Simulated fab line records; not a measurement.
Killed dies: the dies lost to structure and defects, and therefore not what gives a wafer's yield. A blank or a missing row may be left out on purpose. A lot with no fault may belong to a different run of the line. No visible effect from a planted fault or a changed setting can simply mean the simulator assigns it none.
Matching of chambers :: flow sky130 :: rieSi-02 running SKY_POLY_GATE_ETCH_17: 4 sister chambers
The step etches poly-Si in HBr/Cl2, stops on SiO2, target depth 180 nm, time 70.5 s. 4 wafers are shown with their chamber, then 8 later ones without.

== WAFERS PAIRED WITH THEIR CHAMBERS ==
wafer: L478.4
chamber: 3
drypumpMotorCurrentA (A): 5.1

wafer: L478.5
chamber: 2
drypumpMotorCurrentA (A): 6.3

wafer: L478.6
chamber: 0
drypumpMotorCurrentA (A): 5.9

wafer: L480.2
chamber: 1
drypumpMotorCurrentA (A): 5.9

== WAFERS MISSING THEIR CHAMBER ==
wafer: L480.3
drypumpMotorCurrentA (A): 5.2

wafer: L480.6
drypumpMotorCurrentA (A): 5.9

wafer: L482.1
drypumpMotorCurrentA (A): 6.3

wafer: L482.3
drypumpMotorCurrentA (A): 5.9

wafer: L482.5
drypumpMotorCurrentA (A): 5.9

wafer: L484.2
drypumpMotorCurrentA (A): 6.3

wafer: L484.4
drypumpMotorCurrentA (A): 5.2

wafer: L484.5
drypumpMotorCurrentA (A): 5.1

== CHAMBER TAKEN BY EACH ==
wafer: L480.3
from the rows above: 3
in truth: 3

wafer: L480.6
from the rows above: can't be placed: 0 or 1
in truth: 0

wafer: L482.1
from the rows above: 2
in truth: 2

wafer: L482.3
from the rows above: can't be placed: 0 or 1
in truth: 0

wafer: L482.5
from the rows above: can't be placed: 0 or 1
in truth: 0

wafer: L484.2
from the rows above: 2
in truth: 2

wafer: L484.4
from the rows above: 3
in truth: 3

wafer: L484.5
from the rows above: 3
in truth: 3
Placed correctly: 5 of 8. Cannot be placed on the basis of these rows: 3; the candidates contain the true chamber in 3. 0 placed wrongly.
How it was worked out, from the rows above alone: a wafer's distance from a chamber is the root of the sum, over the readings, of the square of ((its reading less the chamber's mean) divided by the reading's scatter). The wafer belongs to the nearest chamber; if the next one is less than 2 further off, it can't be placed. A chamber's mean is the mean of its shown wafers. The scatter (one wafer shown for each chamber): square how far every hidden wafer sits from the nearest shown wafer, average those squares and take the square root.
